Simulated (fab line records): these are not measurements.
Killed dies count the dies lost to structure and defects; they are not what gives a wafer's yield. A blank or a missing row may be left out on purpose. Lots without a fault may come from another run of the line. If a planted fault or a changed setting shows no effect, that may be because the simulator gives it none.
fab line records ; flow sky130
record: lots: 13; wafers: 38; last_day: 50
route steps=708 shown LOCAL_INTERCONNECT@400 CONTACT@433 METAL1@440 PAD_OPEN@708
lots untouched by any fault: they come from a run of this same line in which no faults occurred
start_h: the number of hours between the record's first day and the start of the first shown wafer of the lot ; wait_h: hours elapsed since this lot's preceding step ; " as in the row above ; L1.1+2: a single row standing in for several wafers ; - either no value or no given start ; * or withheld: withheld ; < > ~ a bound
route shown NAME@n: NAME is a module with steps in the file, n the number in the route of the first one ; usual: the fault-free wafers' mean and standard deviation ; same: alike in all rows ; chamber/n: place in a boat ; sites: the reading at each site ; _std_site: the standard deviation of these ; _edge_site: inner sites' mean taken away from outer sites' mean ; radius_mm: for every site, how far away it sits from the centre of the wafer ; mask NAME#n: copy n ; behind: the tool/chamber that last shaped the wafer ; hold: the reason the lot was held/the length of the hold in hours/how it ended ; device: the n, p or np transistor that did not switch ; end of line: the route-end tests of the same wafers ; step lacking rows: just its recipe ; killed: not the wafer's yield, but the dies lost to structure and defects at the first sort ; map: a wafer's dies, marking killed ones x, the rest . and places with no die _
set.NAME: the setting the step ran with; set.NAME@STEP: the setting that earlier step ran with ; model.NAME: the simulator's own value behind a step, which no gauge read
one table for each step of the route and one row for each wafer, over a sample of lots
services: a tool's chamber out of use, with start hour (start_h, from the record's first day; less than 0 if before it), hours out, and reason
== steps ==
step: SKY_LOCAL_INTERCONNECT_ETCH_13
recipe: chemistry: N2/H2; target: BARC; ion_energy_ev: 200; bias_w: 100; pressure_mtorr: 30; n2_flow_sccm: 100; h2_flow_sccm: 200; icp_w: 500; stop_on: SiO2; time_s: 45.9; target_depth_a: 600
usual: drypump_motor_current_A: 5.85/0.21; oes_product_au: 0.855/0.0051; throttle_valve_pct: 13.225/0.01
lot.wafer;tool;chamber;start_h;wait_h;drypump_motor_current_A;oes_product_au;rf_hours_counter_h;throttle_valve_pct
L343.1;rie_metal-03;0;703.30;0.0;5.59;0.852;7;13.213
L343.2;rie_metal-03;1;703.30;0.0;5.63;0.851;0;13.230
L343.3;rie_metal-03;1;703.30;0.0;5.62;0.856;-;13.252
L345.1;rie_metal-02;1;728.95;0.0;5.94;0.854;1;13.238
L345.2;rie_metal-02;0;728.95;0.0;5.89;0.850;12;13.232
L345.6;rie_metal-02;0;728.95;0.0;5.90;0.847;-;13.211
L346.2;rie_metal-01;1;732.29;0.0;6.10;0.855;2;13.227
L346.4;rie_metal-01;1;732.29;0.0;6.04;0.851;-;13.216
L346.6;rie_metal-01;0;732.29;0.0;6.23;0.848;-;13.240
L347.3;rie_metal-02;0;763.37;0.0;5.89;0.860;-;13.206
L347.4;rie_metal-02;1;763.37;0.0;5.96;0.854;-;13.246
L347.6;rie_metal-02;1;763.37;0.0;5.96;0.858;-;13.225
L348.2;rie_metal-02;1;767.99;0.0;5.98;0.862;2;13.226
L348.3;rie_metal-02;1;767.99;0.0;5.97;0.858;-;13.218
L351.1;rie_metal-02;0;771.35;0.0;5.88;0.854;14;13.217
L351.2;rie_metal-02;1;771.35;0.0;5.99;0.849;2;13.232
L351.4;rie_metal-02;1;771.35;0.0;5.98;0.867;-;13.217
L352.3;rie_metal-03;0;776.27;0.0;5.57;0.859;-;13.225
L352.5;rie_metal-03;0;776.27;0.0;5.59;0.859;-;13.227
L352.6;rie_metal-03;1;776.27;0.0;5.62;0.843;-;13.227
L356.1;rie_metal-02;0;806.59;0.0;5.90;0.854;15;13.232
L356.3;rie_metal-02;0;806.59;0.0;5.90;0.857;-;13.243
L356.6;rie_metal-02;1;806.59;0.0;5.94;0.852;-;13.235
L358.3;rie_metal-03;1;817.47;0.0;5.63;0.852;-;13.210
L358.5;rie_metal-03;0;817.47;0.0;5.60;0.858;-;13.226
L358.6;rie_metal-03;1;817.47;0.0;5.62;0.853;-;13.218
L361.1;rie_metal-03;1;844.95;0.0;5.62;0.848;6;13.232
L361.3;rie_metal-03;1;844.95;0.0;5.60;0.857;-;13.239
L361.4;rie_metal-03;0;844.95;0.0;5.60;0.860;-;13.221
L362.3;rie_metal-03;0;852.43;0.0;5.56;0.855;-;13.223
L362.4;rie_metal-03;1;852.43;0.0;5.64;0.859;-;13.226
L362.6;rie_metal-03;1;852.43;0.0;5.64;0.848;-;13.215
L364.1;rie_metal-02;1;859.45;0.0;5.97;0.851;6;13.231
L364.5;rie_metal-02;1;859.45;0.0;5.96;0.860;-;13.233
L364.6;rie_metal-02;1;859.45;0.0;5.97;0.855;-;13.216
L366.1;rie_metal-02;1;875.05;0.0;5.99;0.862;7;13.222
L366.4;rie_metal-02;1;875.05;0.0;5.99;0.853;-;13.215
L366.5;rie_metal-02;1;875.05;0.0;5.95;0.863;-;13.220
step: SKY_LOCAL_INTERCONNECT_STRIP_15
recipe: chemistry: O2/N2; power_w: 1400; pressure_mtorr: 1500; platen_temp_c: withheld; o2_flow_sccm: 3000; n2_flow_sccm: 300; overash_fraction: 0.5
usual: drypump_motor_current_A: 5.33/0.24; oes_product_au: 0.427/0.0043; strip_time_to_endpoint_s: 4.711/0.021
lot.wafer;tool;chamber;start_h;wait_h;drypump_motor_current_A;oes_product_au;rf_hours_counter_h;strip_time_to_endpoint_s
L343.1;plasma_asher-03;0;703.41;0.0;5.47;0.425;61;4.693
L343.2;plasma_asher-03;1;703.41;0.0;4.96;0.428;61;4.706
L343.3;plasma_asher-03;0;703.41;0.0;5.47;0.425;-;4.704
L345.1;plasma_asher-01;0;729.06;0.0;5.15;0.430;32;4.671
L345.2;plasma_asher-01;1;729.06;0.0;5.56;0.419;32;4.701
L345.6;plasma_asher-01;0;729.06;0.0;5.15;0.428;-;4.722
L346.2;plasma_asher-02;0;732.41;0.0;5.61;0.423;104;4.709
L346.4;plasma_asher-02;0;732.41;0.0;5.61;0.429;-;4.701
L346.6;plasma_asher-02;0;732.41;0.0;5.64;0.430;-;4.746
L347.3;plasma_asher-02;1;763.49;0.1;5.13;0.423;-;4.723
L347.4;plasma_asher-02;0;763.49;0.1;5.65;0.428;-;4.707
L347.6;plasma_asher-02;1;763.49;0.1;5.14;0.428;-;4.690
L348.2;plasma_asher-01;1;768.11;0.0;5.56;0.420;36;4.720
L348.3;plasma_asher-01;0;768.11;0.0;5.15;0.426;-;4.684
L351.1;plasma_asher-02;0;771.47;0.0;5.61;0.429;4;4.714
L351.2;plasma_asher-02;1;771.47;0.0;5.17;0.425;4;4.686
L351.4;plasma_asher-02;0;771.47;0.0;5.63;0.428;-;4.694
L352.3;plasma_asher-03;1;776.39;0.1;4.92;0.430;-;4.684
L352.5;plasma_asher-03;0;776.39;0.1;5.44;0.422;-;4.673
L352.6;plasma_asher-03;1;776.39;0.1;4.94;0.426;-;4.674
L356.1;plasma_asher-02;0;806.71;0.0;5.66;0.434;7;4.711
L356.3;plasma_asher-02;1;806.71;0.0;5.15;0.426;-;4.714
L356.6;plasma_asher-02;1;806.71;0.0;5.14;0.423;-;4.708
L358.3;plasma_asher-03;0;817.59;0.1;5.47;0.421;-;4.714
L358.5;plasma_asher-03;0;817.59;0.1;5.46;0.421;-;4.717
L358.6;plasma_asher-03;1;817.59;0.1;4.92;0.423;-;4.710
L361.1;plasma_asher-01;0;845.06;0.0;5.14;0.434;42;4.727
L361.3;plasma_asher-01;1;845.06;0.0;5.55;0.426;-;4.739
L361.4;plasma_asher-01;0;845.06;0.0;5.15;0.430;-;4.719
L362.3;plasma_asher-03;1;852.55;0.1;4.93;0.432;-;4.717
L362.4;plasma_asher-03;0;852.55;0.1;5.44;0.429;-;4.723
L362.6;plasma_asher-03;0;852.55;0.1;5.45;0.429;-;4.702
L364.1;plasma_asher-01;0;859.68;0.1;5.14;0.428;44;4.681
L364.5;plasma_asher-01;0;859.68;0.1;5.15;0.420;-;4.690
L364.6;plasma_asher-01;1;859.68;0.1;5.55;0.420;-;4.699
L366.1;plasma_asher-01;0;875.28;0.1;5.15;0.421;45;4.702
L366.4;plasma_asher-01;0;875.28;0.1;5.15;0.419;-;4.741
L366.5;plasma_asher-01;1;875.28;0.1;5.56;0.428;-;4.734
step: SKY_CONTACT_CMP_27
recipe: stop_on: SiO2; t_overpolish_s: 15; down_force_psi: 3.5; platen_rpm: 60; target_thk_nm: 0; pad_velocity_m_s: 0.94248
usual: motor_current_A: 11.1/0.9; overpolish_run_s: 15.000/0.0097; time_to_endpoint_s: 80.2/2.7
lot.wafer;tool;chamber;start_h;wait_h;motor_current_A;overpolish_run_s;time_to_endpoint_s
L343.2;cmp-02;2;733.26;0.0;11.7;14.990;82.4
L343.3;cmp-02;3;733.26;0.0;10.7;15.005;81.7
L343.1;cmp-02;0;733.26;0.0;12.6;14.990;84.0
L345.2;cmp-01;0;758.70;0.0;11.4;15.008;80.5
L345.1;cmp-01;1;758.70;0.0;10.3;15.001;78.3
L345.6;cmp-01;0;758.70;0.0;11.8;14.989;76.6
L346.2;cmp-01;2;761.80;0.0;12.7;15.019;82.8
L346.4;cmp-01;3;761.80;0.0;9.4;14.989;82.6
L346.6;cmp-01;2;761.80;0.0;12.5;15.003;81.5
L347.3;cmp-01;1;793.16;0.0;10.6;14.993;78.6
L347.4;cmp-01;3;793.16;0.0;9.6;15.004;81.6
L347.6;cmp-01;1;793.16;0.0;10.4;15.017;81.2
L348.3;cmp-01;0;797.40;0.4;12.0;14.992;43.8
L348.2;cmp-01;3;797.40;0.4;10.1;15.001;81.7
L351.1;cmp-01;0;800.51;0.1;11.9;14.995;40.7
L351.4;cmp-01;1;800.51;0.1;10.1;14.992;78.3
L351.2;cmp-01;2;800.51;0.1;12.5;15.008;78.3
L352.3;cmp-01;2;805.32;0.1;11.5;14.993;42.2
L352.6;cmp-01;2;805.32;0.1;12.2;14.999;77.4
L352.5;cmp-01;3;805.32;0.1;9.1;15.004;75.8
L356.3;cmp-02;3;835.57;0.0;11.1;15.009;79.5
L356.1;cmp-02;0;835.57;0.0;12.5;15.005;86.5
L356.6;cmp-02;0;835.57;0.0;11.6;14.995;84.4
L358.3;cmp-02;1;847.19;0.1;11.8;14.979;81.1
L358.6;cmp-02;3;847.19;0.1;10.8;14.996;80.2
L358.5;cmp-02;0;847.19;0.1;11.5;15.000;84.1
L361.3;cmp-01;0;873.70;0.0;11.2;15.028;77.3
L361.4;cmp-01;2;873.70;0.0;11.6;14.998;78.8
L361.1;cmp-01;3;873.70;0.0;9.5;15.009;77.3
L362.3;cmp-01;0;880.36;0.1;11.3;15.014;80.0
L362.4;cmp-01;1;880.36;0.1;11.2;14.982;79.4
L362.6;cmp-01;0;880.36;0.1;11.3;14.974;78.3
L364.1;cmp-02;0;887.56;0.1;11.8;14.997;83.2
L364.6;cmp-02;0;887.56;0.1;11.9;14.980;81.2
L364.5;cmp-02;1;887.56;0.1;11.4;15.007;79.8
L366.4;cmp-02;3;903.26;0.1;10.7;15.000;74.2
L366.1;cmp-02;0;903.26;0.1;11.2;15.006;78.9
L366.5;cmp-02;1;903.26;0.1;11.8;14.994;76.4
step: SKY_METAL1_THK_MEAS_06
recipe: thk_meas_gauge: xrf; reads: AlCu_of_METAL1_SPUTTER_02
usual: METAL1_ALCU_THK: 253.8/3
lot.wafer;tool;chamber;start_h;wait_h;METAL1_ALCU_THK[nm]
L343.1;film_metro-02;-;733.82;0.1;256.0
L343.2;film_metro-02;-;733.82;0.1;254.1
L343.3;film_metro-02;-;733.82;0.1;256.6
L345.1;film_metro-02;-;759.26;0.1;249.4
L345.2;film_metro-02;-;759.26;0.1;247.3
L345.6;film_metro-02;-;759.26;0.1;252.2
L346.2;film_metro-03;-;762.37;0.1;256.2
L346.4;film_metro-03;-;762.37;0.1;254.8
L346.6;film_metro-03;-;762.37;0.1;254.7
L347.3;film_metro-04;-;793.74;0.1;252.8
L347.4;film_metro-04;-;793.74;0.1;252.3
L347.6;film_metro-04;-;793.74;0.1;252.3
L348.2;film_metro-04;-;797.97;0.1;252.7
L348.3;film_metro-04;-;797.97;0.1;254.7
L351.1;film_metro-03;-;801.02;0.1;257.8
L351.2;film_metro-03;-;801.02;0.1;260.3
L351.4;film_metro-03;-;801.02;0.1;257.5
L352.3;film_metro-04;-;805.90;0.1;255.7
L352.5;film_metro-04;-;805.90;0.1;253.5
L352.6;film_metro-04;-;805.90;0.1;255.6
L356.1;film_metro-04;-;836.13;0.1;256.9
L356.3;film_metro-04;-;836.13;0.1;255.6
L356.6;film_metro-04;-;836.13;0.1;258.9
L358.3;film_metro-02;-;847.67;0.1;253.6
L358.5;film_metro-02;-;847.67;0.1;251.2
L358.6;film_metro-02;-;847.67;0.1;250.6
L361.1;film_metro-04;-;874.26;0.1;252.9
L361.3;film_metro-04;-;874.26;0.1;251.1
L361.4;film_metro-04;-;874.26;0.1;253.1
L362.3;film_metro-04;-;880.89;0.1;256.7
L362.4;film_metro-04;-;880.89;0.1;254.2
L362.6;film_metro-04;-;880.89;0.1;256.8
L364.1;film_metro-02;-;888.12;0.1;259.4
L364.5;film_metro-02;-;888.12;0.1;254.4
L364.6;film_metro-02;-;888.12;0.1;255.9
L366.1;film_metro-04;-;903.72;0.1;253.3
L366.4;film_metro-04;-;903.72;0.1;248.7
L366.5;film_metro-04;-;903.72;0.1;249.8
step: SKY_PAD_OPEN_PROBE_99
usual: killed_at_M0_to_M3: 43/6.5; killed_at_M4_up: 3.5/1.9; killed_at_contacts: 24/5.4; killed_at_front_end: 16/4.8; killed_at_other: 0.4/0.64; killed_dies: 87/9.4; killed_open: 47/7; killed_short: 40/6.3
same: gross_dies: 492; killed_at_back_side: 0
lot.wafer;tool;chamber;start_h;wait_h;killed_at_M0_to_M3;killed_at_M4_up;killed_at_contacts;killed_at_front_end;killed_at_other;killed_dies;killed_open;killed_short
L343.1;prober-02;-;1072.59;0.1;40;6;28;24;0;98;55;43
L343.2;prober-02;-;1072.64;0.1;55;3;25;18;0;101;58;43
L343.3;prober-02;-;1072.69;0.2;45;4;26;25;0;100;54;46
L345.1;prober-01;-;1093.27;0.1;55;2;25;21;0;103;45;58
L345.2;prober-01;-;1093.32;0.1;44;3;22;16;0;85;45;40
L345.6;prober-01;-;1093.52;0.2;51;5;23;9;0;88;45;43
L346.2;prober-02;-;1094.92;0.1;45;1;28;22;1;97;52;45
L346.4;prober-02;-;1095.02;0.2;42;1;31;24;0;98;54;43
L346.6;prober-02;-;1095.12;0.2;41;0;25;21;0;87;45;42
L347.3;prober-01;-;1118.95;0.2;36;2;27;12;0;77;48;29
L347.4;prober-01;-;1119.00;0.2;41;4;22;16;0;83;46;37
L347.6;prober-01;-;1119.10;0.2;31;4;28;22;2;87;42;44
L348.2;prober-02;-;1124.19;0.1;47;2;21;11;0;81;39;42
L348.3;prober-02;-;1124.24;0.2;35;2;39;10;0;86;50;36
L351.1;prober-01;-;1124.51;0.1;60;1;25;20;0;106;56;50
L351.2;prober-01;-;1124.56;0.1;53;4;33;19;0;109;58;50
L351.4;prober-01;-;1124.66;0.2;48;3;28;13;0;92;51;41
L352.3;prober-02;-;1126.91;0.2;58;1;24;22;1;106;55;50
L352.5;prober-02;-;1127.01;0.2;43;1;25;21;1;91;45;46
L352.6;prober-02;-;1127.06;0.2;47;3;30;17;0;97;51;44
L356.1;prober-01;-;1149.16;0.1;44;0;22;19;0;85;51;34
L356.3;prober-01;-;1149.26;0.2;43;2;24;17;1;87;38;49
L356.6;prober-01;-;1149.41;0.2;48;3;26;15;0;92;48;44
L358.3;prober-01;-;1157.41;0.2;46;1;29;15;0;91;44;47
L358.5;prober-01;-;1157.51;0.2;39;7;25;16;0;87;46;41
L358.6;prober-01;-;1157.56;0.2;42;5;18;19;2;86;32;54
L361.1;prober-02;-;1174.59;0.1;41;2;20;12;0;75;41;33
L361.3;prober-02;-;1174.69;0.2;48;3;20;16;0;87;51;34
L361.4;prober-02;-;1174.74;0.2;42;2;25;20;0;89;46;41
L362.3;prober-01;-;1179.64;0.2;55;2;27;17;0;101;60;41
L362.4;prober-01;-;1179.69;0.2;34;4;26;15;0;79;46;31
L362.6;prober-01;-;1179.79;0.2;51;4;26;9;0;90;56;34
L364.1;prober-01;-;1184.38;0.1;37;4;23;15;1;80;41;39
L364.5;prober-01;-;1184.58;0.2;46;3;22;16;1;88;43;43
L364.6;prober-01;-;1184.63;0.2;26;4;30;20;0;80;44;36
L366.1;prober-01;-;1194.79;0.1;41;2;14;16;1;74;37;36
L366.4;prober-01;-;1194.94;0.2;34;5;29;20;0;88;45;42
L366.5;prober-01;-;1194.99;0.2;40;5;21;17;0;83;43;40
killed by level:class
L343.1 CONTACT:geometric_particle:open=9 VIA1:geometric_particle:open=9 FIELD_ISO:geometric_particle:open=8 LI_CONTACT:geometric_particle:open=8 CONTACT:geometric_particle:short=5 METAL2:geometric_particle:short=5 LI_CONTACT:geometric_particle:short=4 METAL1:geometric_particle:open=4
L343.2 VIA1:geometric_particle:open=15 FIELD_ISO:geometric_particle:short=8 CONTACT:geometric_particle:short=8 VIA2:geometric_particle:open=8 CONTACT:geometric_particle:open=7 LI_CONTACT:geometric_particle:open=7 FIELD_ISO:geometric_particle:open=5 METAL2:geometric_particle:short=5
L343.3 CONTACT:geometric_particle:open=9 VIA1:geometric_particle:open=9 VIA1:geometric_particle:short=8 VIA2:geometric_particle:open=8 FIELD_ISO:geometric_particle:open=7 FIELD_ISO:geometric_particle:short=6 LI_CONTACT:geometric_particle:open=6 METAL1:geometric_particle:short=6
L345.1 VIA1:geometric_particle:short=11 VIA1:geometric_particle:open=10 CONTACT:geometric_particle:open=9 POLY_GATE:geometric_particle:short=8 VIA2:geometric_particle:open=6 METAL3:geometric_particle:short=6 CONTACT:geometric_particle:short=6 VIA3:geometric_particle:open=6
L345.2 CONTACT:geometric_particle:open=8 METAL1:geometric_particle:short=8 VIA1:geometric_particle:open=8 VIA3:geometric_particle:open=7 CONTACT:geometric_particle:short=5 LI_CONTACT:geometric_particle:open=4 LOCAL_INTERCONNECT:geometric_particle:short=4 VIA1:geometric_particle:short=4
L345.6 VIA1:geometric_particle:open=12 CONTACT:geometric_particle:open=9 METAL1:geometric_particle:short=7 VIA2:geometric_particle:open=7 CONTACT:geometric_particle:short=6 VIA3:geometric_particle:open=6 VIA1:geometric_particle:short=5 FIELD_ISO:geometric_particle:short=4
L346.2 VIA3:geometric_particle:open=11 LI_CONTACT:geometric_particle:open=8 VIA1:geometric_particle:open=8 CONTACT:geometric_particle:open=7 METAL1:geometric_particle:short=7 FIELD_ISO:geometric_particle:open=6 CONTACT:geometric_particle:short=6 LOCAL_INTERCONNECT:geometric_particle:short=5
L346.4 LI_CONTACT:geometric_particle:open=12 CONTACT:geometric_particle:open=12 METAL2:geometric_particle:short=9 POLY_GATE:geometric_particle:short=8 VIA2:geometric_particle:short=7 VIA2:geometric_particle:open=6 FIELD_ISO:geometric_particle:open=5 VIA1:geometric_particle:open=5
L346.6 LI_CONTACT:geometric_particle:open=9 CONTACT:geometric_particle:short=8 POLY_GATE:geometric_particle:short=6 METAL2:geometric_particle:short=6 VIA2:geometric_particle:open=6 FIELD_ISO:geometric_particle:short=5 POLY_GATE:geometric_particle:open=5 VIA1:geometric_particle:open=5
L347.3 CONTACT:geometric_particle:open=13 VIA3:geometric_particle:open=10 VIA1:geometric_particle:open=9 LOCAL_INTERCONNECT:geometric_particle:short=7 LI_CONTACT:geometric_particle:open=4 METAL1:geometric_particle:short=4 METAL3:geometric_particle:short=4 SONOS_ONO:geometric_particle:open=3
L347.4 CONTACT:geometric_particle:open=10 VIA2:geometric_particle:open=8 METAL2:geometric_particle:short=7 VIA3:geometric_particle:open=7 POLY_GATE:geometric_particle:open=4 LOCAL_INTERCONNECT:geometric_particle:short=4 VIA1:geometric_particle:short=4 VIA1:geometric_particle:open=4
L347.6 CONTACT:geometric_particle:open=11 FIELD_ISO:geometric_particle:short=6 LI_CONTACT:geometric_particle:open=6 FIELD_ISO:geometric_particle:open=5 CONTACT:geometric_particle:short=5 METAL2:geometric_particle:short=5 VIA2:geometric_particle:open=5 METAL3:geometric_particle:short=5
L348.2 VIA2:geometric_particle:open=13 METAL2:geometric_particle:short=9 LI_CONTACT:geometric_particle:open=8 LOCAL_INTERCONNECT:geometric_particle:short=6 VIA1:geometric_particle:open=6 VIA3:geometric_particle:open=5 CONTACT:geometric_particle:short=4 METAL1:geometric_particle:short=4
L348.3 LI_CONTACT:geometric_particle:open=12 CONTACT:geometric_particle:open=10 LOCAL_INTERCONNECT:geometric_particle:short=7 VIA2:geometric_particle:open=7 VIA1:geometric_particle:open=6 CONTACT:geometric_particle:short=5 VIA1:geometric_particle:short=5 POLY_GATE:geometric_particle:open=4
L351.1 VIA1:geometric_particle:open=13 VIA2:geometric_particle:open=9 LI_CONTACT:geometric_particle:open=8 CONTACT:geometric_particle:open=8 METAL1:geometric_particle:short=8 VIA3:geometric_particle:open=7 FIELD_ISO:geometric_particle:short=6 VIA3:geometric_particle:short=6
L351.2 VIA1:geometric_particle:open=12 CONTACT:geometric_particle:open=10 METAL2:geometric_particle:short=9 LI_CONTACT:geometric_particle:open=9 VIA3:geometric_particle:open=8 CONTACT:geometric_particle:short=7 SPACER:geometric_particle:short=6 METAL1:geometric_particle:short=6
L351.4 VIA1:geometric_particle:open=13 LI_CONTACT:geometric_particle:open=10 VIA1:geometric_particle:short=8 VIA2:geometric_particle:open=8 VIA3:geometric_particle:open=7 CONTACT:geometric_particle:open=6 FIELD_ISO:geometric_particle:open=5 LI_CONTACT:geometric_particle:short=5
L352.3 VIA1:geometric_particle:open=15 CONTACT:geometric_particle:open=12 METAL2:geometric_particle:short=9 METAL1:geometric_particle:short=8 POLY_GATE:geometric_particle:short=6 VIA3:geometric_particle:open=6 LI_CONTACT:geometric_particle:open=5 VIA1:geometric_particle:short=5
L352.5 VIA1:geometric_particle:open=13 FIELD_ISO:geometric_particle:short=7 POLY_GATE:geometric_particle:short=7 CONTACT:geometric_particle:open=7 VIA1:geometric_particle:short=7 LI_CONTACT:geometric_particle:open=6 VIA2:geometric_particle:open=6 CONTACT:geometric_particle:short=5
L352.6 VIA1:geometric_particle:open=12 CONTACT:geometric_particle:open=11 CONTACT:geometric_particle:short=9 METAL1:geometric_particle:short=6 METAL2:geometric_particle:short=6 LI_CONTACT:geometric_particle:open=5 POLY_GATE:geometric_particle:short=4 SPACER:geometric_particle:open=4
L356.1 VIA1:geometric_particle:open=12 CONTACT:geometric_particle:open=8 VIA3:geometric_particle:open=7 METAL1:geometric_particle:short=6 LI_CONTACT:geometric_particle:open=5 VIA2:geometric_particle:open=5 FIELD_ISO:geometric_particle:open=4 FIELD_ISO:geometric_particle:short=4
L356.3 METAL1:geometric_particle:short=11 CONTACT:geometric_particle:open=9 VIA1:geometric_particle:open=8 METAL2:geometric_particle:short=5 FIELD_ISO:geometric_particle:open=4 POLY_GATE:geometric_particle:open=4 POLY_GATE:geometric_particle:short=4 LI_CONTACT:geometric_particle:open=4
L356.6 METAL1:geometric_particle:short=11 VIA1:geometric_particle:open=11 CONTACT:geometric_particle:open=10 METAL2:geometric_particle:short=6 VIA2:geometric_particle:open=6 FIELD_ISO:geometric_particle:short=4 POLY_GATE:geometric_particle:open=4 LI_CONTACT:geometric_particle:open=4
L358.3 VIA1:geometric_particle:open=14 CONTACT:geometric_particle:short=8 METAL1:geometric_particle:short=6 LOCAL_INTERCONNECT:geometric_particle:short=6 CONTACT:geometric_particle:open=6 VIA3:geometric_particle:open=6 POLY_GATE:geometric_particle:short=5 LI_CONTACT:geometric_particle:open=5
L358.5 VIA1:geometric_particle:open=10 LI_CONTACT:geometric_particle:open=9 CONTACT:geometric_particle:open=8 METAL4:geometric_particle:short=6 LOCAL_INTERCONNECT:geometric_particle:short=5 VIA3:geometric_particle:open=5 FIELD_ISO:geometric_particle:open=4 VIA2:geometric_particle:open=4
L358.6 METAL2:geometric_particle:short=8 FIELD_ISO:geometric_particle:short=6 METAL1:geometric_particle:short=6 VIA1:geometric_particle:short=6 CONTACT:geometric_particle:open=5 LOCAL_INTERCONNECT:geometric_particle:short=5 VIA1:geometric_particle:open=5 METAL4:geometric_particle:short=5
L361.1 CONTACT:geometric_particle:open=11 VIA2:geometric_particle:open=11 VIA3:geometric_particle:open=8 METAL1:geometric_particle:short=5 VIA1:geometric_particle:short=4 LI_CONTACT:geometric_particle:open=4 VIA3:geometric_particle:short=4 POLY_GATE:geometric_particle:short=3
L361.3 VIA1:geometric_particle:open=12 VIA2:geometric_particle:open=10 LI_CONTACT:geometric_particle:open=7 CONTACT:geometric_particle:open=6 VIA1:geometric_particle:short=6 POLY_GATE:geometric_particle:open=5 LI_CONTACT:geometric_particle:short=5 METAL1:geometric_particle:short=5
L361.4 VIA1:geometric_particle:open=13 CONTACT:geometric_particle:open=11 CONTACT:geometric_particle:short=7 VIA3:geometric_particle:open=7 FIELD_ISO:geometric_particle:open=6 POLY_GATE:geometric_particle:short=5 METAL1:geometric_particle:short=5 FIELD_ISO:geometric_particle:short=4
L362.3 VIA1:geometric_particle:open=19 VIA3:geometric_particle:open=10 LI_CONTACT:geometric_particle:open=9 VIA3:geometric_particle:short=8 FIELD_ISO:geometric_particle:open=6 CONTACT:geometric_particle:open=6 METAL2:geometric_particle:short=6 POLY_GATE:geometric_particle:short=4
L362.4 VIA1:geometric_particle:open=12 LI_CONTACT:geometric_particle:open=6 VIA3:geometric_particle:open=6 LI_CONTACT:geometric_particle:short=5 LOCAL_INTERCONNECT:geometric_particle:short=5 CONTACT:geometric_particle:short=5 VIA2:geometric_particle:open=5 POLY_GATE:geometric_particle:short=4
L362.6 VIA1:geometric_particle:open=11 VIA2:geometric_particle:open=10 LI_CONTACT:geometric_particle:open=8 CONTACT:geometric_particle:open=8 VIA3:geometric_particle:open=8 METAL1:geometric_particle:short=7 METAL2:geometric_particle:short=5 FIELD_ISO:geometric_particle:open=4
L364.1 CONTACT:geometric_particle:open=8 VIA1:geometric_particle:open=6 VIA2:geometric_particle:open=6 VIA3:geometric_particle:open=6 LI_CONTACT:geometric_particle:short=5 LI_CONTACT:geometric_particle:open=5 VIA3:geometric_particle:short=5 POLY_GATE:geometric_particle:open=4
L364.5 VIA1:geometric_particle:open=13 METAL1:geometric_particle:short=8 VIA3:geometric_particle:open=8 FIELD_ISO:geometric_particle:short=6 LI_CONTACT:geometric_particle:open=6 CONTACT:geometric_particle:open=6 METAL3:geometric_particle:short=5 FIELD_ISO:geometric_particle:open=4
L364.6 LOCAL_INTERCONNECT:geometric_particle:short=10 CONTACT:geometric_particle:open=10 VIA1:geometric_particle:open=8 LI_CONTACT:geometric_particle:open=7 VIA2:geometric_particle:open=6 FIELD_ISO:geometric_particle:short=5 FIELD_ISO:geometric_particle:open=5 POLY_GATE:geometric_particle:short=5
L366.1 METAL1:geometric_particle:short=7 METAL2:geometric_particle:short=6 FIELD_ISO:geometric_particle:open=5 VIA3:geometric_particle:open=5 METAL2:geometric_particle:open=5 FIELD_ISO:geometric_particle:short=4 LI_CONTACT:geometric_particle:open=4 CONTACT:geometric_particle:open=4
L366.4 LI_CONTACT:geometric_particle:open=8 CONTACT:geometric_particle:open=8 POLY_GATE:geometric_particle:open=6 VIA2:geometric_particle:open=6 POLY_GATE:geometric_particle:short=5 METAL2:geometric_particle:short=5 FIELD_ISO:geometric_particle:short=4 CONTACT:geometric_particle:short=4
L366.5 CONTACT:geometric_particle:open=9 VIA1:geometric_particle:open=7 VIA3:geometric_particle:open=6 METAL1:geometric_particle:short=6 POLY_GATE:geometric_particle:short=5 LI_CONTACT:geometric_particle:open=5 VIA2:geometric_particle:short=5 FIELD_ISO:geometric_particle:short=4
== services ==
tool;chamber;start_h;hours;kind
cmp-01;-;699.72;1.4;repair
plasma_asher-01;-;700.62;4.9;repair
cmp-02;-;701.28;0.3;repair
rie_metal-02;-;714.13;1.3;repair
cmp-01;-;716.52;6.9;pm
rie_metal-03;0;719.70;21.4;repair
plasma_asher-02;-;733.75;9.0;pm
cmp-02;-;743.57;1.6;repair
cmp-01;-;745.76;4.0;pm
cmp-01;-;745.77;0.9;repair
cmp-01;-;749.76;-;consumable_replace:conditioner
cmp-01;-;749.76;-;consumable_replace:pad
plasma_asher-01;-;750.92;2.8;pm
plasma_asher-03;-;756.18;14.6;pm
cmp-01;-;759.12;1.3;repair
cmp-02;-;786.64;30.2;repair
cmp-02;-;804.44;1.9;repair
plasma_asher-01;-;813.90;14.6;pm
cmp-02;-;815.79;3.2;repair
rie_metal-02;0;828.38;16.2;repair
cmp-01;-;849.92;7.5;pm
rie_metal-02;0;858.57;7.4;repair
cmp-02;-;887.99;2.6;repair
plasma_asher-03;-;889.01;2.0;repair
== key ==
first_sign: step: SKY_CONTACT_CMP_27; reading: time_to_endpoint_s; direction: down; sigmas: 14; usual: *; struck: *
effect none on later readings
met_at SKY_CONTACT_CMP_27
struck_lots L348,L351,L352
struck_wafers L348.3,L351.1,L352.3
tester_left_out L348,L351,L352
not_acting_at SKY_LOCAL_INTERCONNECT_ETCH_13,SKY_LOCAL_INTERCONNECT_STRIP_15,SKY_METAL1_THK_MEAS_06
onset_between 793.16 797.40
fault: kind: process_parameter_drift; tool: cmp-01; chamber: -; onset_h: 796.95; steps: SKY_CONTACT_CMP_27; channel: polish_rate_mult; offset: 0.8; shape: step; end_h: 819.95; scope: struck_wafers_only
tester_left_out: of these lots the tester's yield and bins aren't shown, on N5 and GAA mostly nor the transistor test; their killed dies are dies lost to structure and defects alone, not to doping, threshold or leakage, so they don't give the yield
